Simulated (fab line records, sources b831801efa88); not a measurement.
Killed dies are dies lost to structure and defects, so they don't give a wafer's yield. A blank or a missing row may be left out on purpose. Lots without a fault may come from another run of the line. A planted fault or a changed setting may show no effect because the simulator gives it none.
fab line records | flow sky130
record lots=12 wafers=36 last_day=50
route steps=708 shown VT_ADJUST_PCH@152 GATE_OXIDE@189 POLY_GATE@218 PAD_OPEN@708
lots that met no fault: from a run of the same line without faults
start_h: hours from the record's first day to the start of the lot's first wafer shown | wait_h: hours since the lot's step before | " the same as in the row above | L1.1+2: a row that stands for several wafers | - no value, or no start given | * or withheld: withheld | < > ~ a bound
route shown NAME@n: a module of which the file shows steps, and the number in the route of the first | usual: mean/standard deviation of fault-free wafers | same: alike in all rows | chamber/n: place in a boat | sites: the reading at each site | _std_site: their standard deviation | _edge_site: outer sites' mean less inner sites' | radius_mm: how far each site lies from the wafer's centre | mask NAME#n: copy n | behind: the tool/chamber that last shaped the wafer | hold: why the lot was held/for how many hours/how that ended | device: the transistor (n, p or np) that didn't switch | end of line: the same wafers' tests at the end of the route | a step without rows: its recipe alone | killed: dies lost to structure and defects at the first sort, not the wafer's yield | map: a wafer's dies, x killed, . not, _ none there
set.NAME: the setting as run; set.NAME@STEP: as run at that earlier step | model.NAME: the simulator's own value behind a step, which no gauge read
steps of the route over a sample of lots; a table a step, a row a wafer
services: from which hour (start_h, from the record's first day; less than 0 if before it) a tool's chamber was out of use, for how many hours, and why
## steps
# step SKY_VT_ADJUST_PCH_STRIP_09
# recipe chemistry=O2/N2 power_w=1400 pressure_mtorr=1500 platen_temp_c=withheld o2_flow_sccm=3000 n2_flow_sccm=300 overash_fraction=0.5
# usual drypump_motor_current_A=5.60/0.26 oes_product_au=0.722/0.0047 strip_time_to_endpoint_s=36.95/0.12
# same overash_fraction=0.5
# columns lot.wafer tool chamber start_h wait_h drypump_motor_current_A oes_product_au rf_hours_counter_h strip_time_to_endpoint_s
L152.2 plasma_asher-02 1 229.76 0.1 5.92 0.725 55 37.03
L152.3 " 0 " " 5.20 0.724 - 37.02
L152.6 " 1 " " 5.89 0.721 - 36.94
L154.1 plasma_asher-01 1 248.98 0.1 5.73 0.716 12 37.04
L154.2 " 0 " " 5.47 0.729 12 37.01
L154.6 " 0 " " 5.47 0.726 - 37.06
L155.1 plasma_asher-01 0 256.15 0.1 5.47 0.718 13 36.90
L155.4 " 0 " " 5.47 0.716 - 36.85
L155.5 " 1 " " 5.76 0.723 - 36.88
L157.3 plasma_asher-04 0 267.11 0.1 5.34 0.723 - 36.93
L157.4 " 1 " " 5.88 0.724 - 37.01
L157.6 " 1 " " 5.88 0.722 - 36.98
L162.3 plasma_asher-01 1 310.13 0.1 5.75 0.724 - 36.94
L162.5 " 1 " " 5.75 0.716 - 36.93
L162.6 " 0 " " 5.47 0.720 - 36.90
L164.3 plasma_asher-02 1 324.09 0.1 5.90 0.708 - 36.97
L164.4 " 0 " " 5.17 0.723 - 36.97
L164.6 " 0 " " 5.18 0.729 - 36.92
L168.4 plasma_asher-02 0 353.46 0.1 5.21 0.712 - 36.99
L168.5 " 0 " " 5.19 0.722 - 36.84
L168.6 " 1 " " 5.94 0.723 - 36.85
L169.2 plasma_asher-04 1 357.61 0.1 5.87 0.723 53 37.02
L169.5 " 1 " " 5.90 0.723 - 37.01
L169.6 " 0 " " 5.34 0.718 - 36.96
L171.2 plasma_asher-04 1 380.43 0.1 5.88 0.716 56 37.08
L171.4 " 1 " " 5.89 0.715 - 37.02
L171.6 " 1 " " 5.87 0.725 - 37.20
L172.2 plasma_asher-04 1 384.83 0.1 5.88 0.732 56 37.02
L172.5 " 1 " " 5.86 0.722 - 36.95
L172.6 " 0 " " 5.33 0.722 - 36.93
L174.3 plasma_asher-04 0 405.96 0.1 5.34 0.725 - 36.96
L174.4 " 1 " " 5.87 0.730 - 36.91
L174.6 " 0 " " 5.34 0.727 - 36.87
L175.1 plasma_asher-04 1 412.10 0.1 5.85 0.719 59 37.01
L175.4 " 1 " " 5.85 0.727 - 36.96
L175.5 " 1 " " 5.85 0.724 - 37.04
# step SKY_GATE_OXIDE_THK_MEAS_02
# recipe reads=SiO2_of_GATE_OXIDE_OXIDATION_01
# usual GATE_OXIDE_OXIDATION_00_THK=10.28/0.19
# columns lot.wafer tool chamber start_h wait_h GATE_OXIDE_OXIDATION_00_THK[nm]
L152.2 film_metro-03 - 289.51 0.0 10.54
L152.3 " - " " 10.59
L152.6 " - " " 10.40
L154.1 film_metro-01 - 309.39 0.0 10.25
L154.2 " - " " 10.31
L154.6 " - " " 10.12
L155.1 film_metro-03 - 316.62 0.0 10.09
L155.4 " - " " 10.03
L155.5 " - " " 10.26
L157.3 film_metro-02 - 328.90 0.0 10.12
L157.4 " - " " 10.17
L157.6 " - " " 10.05
L162.3 film_metro-02 - 374.69 0.0 10.17
L162.5 " - " " 10.19
L162.6 " - " " 10.26
L164.3 film_metro-03 - 405.76 0.0 10.25
L164.4 " - " " 10.08
L164.6 " - " " 9.97
L168.4 film_metro-03 - 420.80 0.0 10.16
L168.5 " - " " 10.23
L168.6 " - " " 10.23
L169.2 film_metro-02 - 425.09 0.0 10.48
L169.5 " - " " 10.43
L169.6 " - " " 10.32
L171.2 film_metro-01 - 449.92 0.0 10.69
L171.4 " - " " 10.60
L171.6 " - " " 10.66
L172.2 film_metro-01 - 454.20 0.0 10.40
L172.5 " - " " 10.56
L172.6 " - " " 10.28
L174.3 film_metro-03 - 475.14 0.0 10.43
L174.4 " - " " 10.16
L174.6 " - " " 10.42
L175.1 film_metro-03 - 480.46 0.0 10.42
L175.4 " - " " 10.32
L175.5 " - " " 10.55
# step SKY_GATE_OXIDE_IMPLANT_11
# recipe species=B energy_kev=10 dose_cm2=2.536e+12 tilt_deg=withheld
# usual beam_on_s=10.01/0.2 faraday_current_uA=14.29/0.29
# columns lot.wafer tool chamber start_h wait_h beam_on_s faraday_current_uA
L152.2 implanter-02 0 315.44 0.0 9.99 14.29
L152.3 " 0 " " 10.05 14.21
L152.6 " 0 " " 10.12 14.16
L154.1 implanter-02 0 336.05 0.0 9.65 14.79
L154.2 " 0 " " 10.04 14.27
L154.6 " 0 " " 10.32 13.81
L155.1 implanter-02 0 343.53 0.0 9.90 14.47
L155.4 " 0 " " 10.23 13.92
L155.5 " 0 " " 9.96 14.38
L157.3 implanter-04 0 355.66 0.1 9.84 14.48
L157.4 " 0 " " 10.14 14.15
L157.6 " 0 " " 9.85 14.52
L162.3 implanter-03 0 402.63 0.1 10.48 13.71
L162.5 " 0 " " 9.95 14.33
L162.6 " 0 " " 10.10 14.11
L164.3 implanter-03 0 435.28 0.1 10.26 13.91
L164.4 " 0 " " 9.96 14.32
L164.6 " 0 " " 10.16 14.05
L168.4 implanter-02 0 451.35 0.1 11.46 12.47
L168.5 " 0 " " 11.22 12.75
L168.6 " 0 " " 11.55 12.40
L169.2 implanter-04 0 454.89 0.0 10.07 14.14
L169.5 " 0 " " 10.05 14.29
L169.6 " 0 " " 10.07 14.25
L171.2 implanter-02 0 479.30 0.0 11.45 12.48
L171.4 " 0 " " 11.06 12.95
L171.6 " 0 " " 11.13 12.91
L172.2 implanter-03 0 484.95 0.0 9.98 14.33
L172.5 " 0 " " 10.56 13.57
L172.6 " 0 " " 9.85 14.57
L174.3 implanter-03 0 505.23 0.1 10.04 14.25
L174.4 " 0 " " 9.54 14.93
L174.6 " 0 " " 9.51 15.03
L175.1 implanter-03 0 510.81 0.0 10.23 13.95
L175.4 " 0 " " 9.84 14.50
L175.5 " 0 " " 10.15 14.09
# step SKY_GATE_OXIDE_TW_MEAS_14
# usual GATE_OXIDE_TW=222.3/1.6
# columns lot.wafer tool chamber start_h wait_h GATE_OXIDE_TW
L152.2 film_metro-01 - 315.78 0.1 223.1
L152.3 " - " " 223.0
L152.6 " - " " 222.2
L154.1 film_metro-01 - 336.40 0.1 223.4
L154.2 " - " " 224.1
L154.6 " - " " 224.0
L155.1 film_metro-02 - 343.88 0.1 221.9
L155.4 " - " " 222.2
L155.5 " - " " 223.6
L157.3 film_metro-03 - 356.00 0.1 220.0
L157.4 " - " " 220.1
L157.6 " - " " 219.6
L162.3 film_metro-01 - 402.95 0.1 224.0
L162.5 " - " " 225.0
L162.6 " - " " 223.5
L164.3 film_metro-03 - 435.60 0.1 220.7
L164.4 " - " " 222.0
L164.6 " - " " 221.0
L168.4 film_metro-01 - 451.67 0.1 231.0
L168.5 " - " " 231.8
L168.6 " - " " 234.2
L169.2 film_metro-03 - 455.23 0.1 219.8
L169.5 " - " " 219.6
L169.6 " - " " 219.3
L171.2 film_metro-03 - 479.64 0.1 229.9
L171.4 " - " " 228.2
L171.6 " - " " 229.2
L172.2 film_metro-03 - 485.29 0.1 223.2
L172.5 " - " " 223.0
L172.6 " - " " 222.5
L174.3 film_metro-01 - 505.56 0.1 221.9
L174.4 " - " " 223.1
L174.6 " - " " 222.3
L175.1 film_metro-01 - 511.16 0.1 223.3
L175.4 " - " " 223.5
L175.5 " - " " 223.1
# step SKY_POLY_GATE_THK_MEAS_04
# recipe reads=Si3N4_of_POLY_GATE_CVD_03
# usual POLY_GATE_CVD_03_THK=74.7/0.57
# columns lot.wafer tool chamber start_h wait_h POLY_GATE_CVD_03_THK[nm]
L152.2 film_metro-04 - 347.87 0.0 73.7
L152.3 " - " " 74.6
L152.6 " - " " 74.6
L154.1 film_metro-01 - 376.86 0.0 74.8
L154.2 " - " " 75.1
L154.6 " - " " 75.4
L155.1 film_metro-04 - 379.27 0.0 74.4
L155.4 " - " " 74.7
L155.5 " - " " 74.8
L157.3 film_metro-04 - 391.10 0.0 73.8
L157.4 " - " " 73.2
L157.6 " - " " 73.7
L162.3 film_metro-04 - 438.30 0.0 75.0
L162.5 " - " " 74.7
L162.6 " - " " 75.3
L164.3 film_metro-01 - 470.51 0.0 74.8
L164.4 " - " " 75.4
L164.6 " - " " 74.5
L168.4 film_metro-03 - 488.11 0.0 75.0
L168.5 " - " " 75.0
L168.6 " - " " 75.4
L169.2 film_metro-03 - 490.74 0.0 74.3
L169.5 " - " " 74.5
L169.6 " - " " 74.2
L171.2 film_metro-03 - 514.10 0.0 75.0
L171.4 " - " " 75.3
L171.6 " - " " 75.3
L172.2 film_metro-04 - 520.00 0.0 74.4
L172.5 " - " " 75.0
L172.6 " - " " 74.8
L174.3 film_metro-04 - 542.13 0.0 73.9
L174.4 " - " " 73.9
L174.6 " - " " 73.6
L175.1 film_metro-03 - 545.61 0.0 75.6
L175.4 " - " " 74.9
L175.5 " - " " 75.1
# step SKY_PAD_OPEN_PROBE_99
# usual killed_at_M0_to_M3=43/6.5 killed_at_M4_up=3.2/1.9 killed_at_contacts=25/5.5 killed_at_front_end=14/4.2 killed_at_other=0.2/0.44 killed_dies=85/8.5 killed_open=47/7 killed_short=39/6.3
# same gross_dies=492 killed_at_back_side=0
# columns lot.wafer tool chamber start_h wait_h killed_at_M0_to_M3 killed_at_M4_up killed_at_contacts killed_at_front_end killed_at_other killed_dies killed_open killed_short
L168.4 prober-02 - 1178.55 0.2 43 1 21 23 1 89 52 37
L168.5 prober-02 - 1178.60 0.2 40 7 20 16 0 83 45 38
L168.6 prober-02 - 1178.65 0.2 39 6 28 10 0 83 49 34
L174.3 prober-02 - 1205.85 0.2 48 2 26 19 0 95 38 57
L174.4 prober-02 - 1205.90 0.2 33 2 32 12 0 79 46 33
L174.6 prober-02 - 1206.00 0.2 34 4 22 18 0 78 49 29
# killed by level:class
L168.4 VIA1:geometric_particle:open=12 FIELD_ISO:geometric_particle:open=8 CONTACT:geometric_particle:open=7 VIA3:geometric_particle:open=7 FIELD_ISO:geometric_particle:short=6 VIA2:geometric_particle:open=6 METAL1:geometric_particle:short=5 POLY_GATE:geometric_particle:short=4
L168.5 VIA1:geometric_particle:open=12 LI_CONTACT:geometric_particle:open=7 CONTACT:geometric_particle:open=7 VIA2:geometric_particle:short=6 POLY_GATE:geometric_particle:open=5 VIA1:geometric_particle:short=5 METAL2:geometric_particle:short=5 FIELD_ISO:geometric_particle:short=4
L168.6 VIA1:geometric_particle:open=12 VIA2:geometric_particle:open=9 CONTACT:geometric_particle:open=8 METAL2:geometric_particle:short=7 LI_CONTACT:geometric_particle:open=7 LOCAL_INTERCONNECT:geometric_particle:short=7 FIELD_ISO:geometric_particle:open=4 CONTACT:geometric_particle:short=4
L174.3 METAL1:geometric_particle:short=9 METAL2:geometric_particle:short=9 LI_CONTACT:geometric_particle:open=8 CONTACT:geometric_particle:open=8 VIA1:geometric_particle:short=6 METAL3:geometric_particle:short=6 FIELD_ISO:geometric_particle:open=5 FIELD_ISO:geometric_particle:short=5
L174.4 CONTACT:geometric_particle:short=13 VIA1:geometric_particle:open=12 CONTACT:geometric_particle:open=10 VIA2:geometric_particle:open=7 LI_CONTACT:geometric_particle:open=6 FIELD_ISO:geometric_particle:short=4 METAL1:geometric_particle:short=4 VIA3:geometric_particle:open=4
L174.6 FIELD_ISO:geometric_particle:open=9 CONTACT:geometric_particle:open=7 VIA1:geometric_particle:open=7 LI_CONTACT:geometric_particle:open=6 POLY_GATE:geometric_particle:open=4 METAL1:geometric_particle:open=4 METAL2:geometric_particle:short=4 VIA3:geometric_particle:open=4
## services
# columns tool chamber start_h hours kind
plasma_asher-01 - 240.21 0.8 repair
implanter-03 - 269.88 4.3 repair
implanter-04 - 278.36 4.9 pm
implanter-03 - 294.29 2.7 repair
implanter-03 - 331.93 1.2 repair
implanter-03 - 346.23 12.4 pm
implanter-02 - 362.35 2.7 repair
implanter-02 - 371.05 5.4 pm
implanter-03 - 450.06 6.0 pm
plasma_asher-01 - 459.42 1.8 repair
plasma_asher-04 - 498.43 7.4 repair
implanter-02 - 510.21 18.8 repair
## key
first_sign step=SKY_GATE_OXIDE_IMPLANT_11 reading=beam_on_s direction=up sigmas=6.6 usual=10.01 struck=11.31
effect step=SKY_GATE_OXIDE_IMPLANT_11 reading=faraday_current_uA direction=down sigmas=5.7 usual=14.29 struck=12.66
effect step=SKY_GATE_OXIDE_TW_MEAS_14 reading=GATE_OXIDE_TW direction=up sigmas=5.1 usual=222.3 struck=230.7
met_at SKY_GATE_OXIDE_IMPLANT_11
struck_lots L168,L171
tester_left_out L168,L171
not_acting_at SKY_VT_ADJUST_PCH_STRIP_09,SKY_GATE_OXIDE_THK_MEAS_02,SKY_POLY_GATE_THK_MEAS_04
onset_between 343.53 451.35
fault kind=process_parameter_drift tool=implanter-02 chamber=- onset_h=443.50 steps=SKY_GATE_OXIDE_IMPLANT_11 channel=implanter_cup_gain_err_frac offset=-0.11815 shape=step end_h=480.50
# tester_left_out: of these lots the tester's yield and bins aren't shown, on N5 and GAA mostly nor the transistor test; their killed dies are dies lost to structure and defects alone, not to doping, threshold or leakage, so they don't give the yield
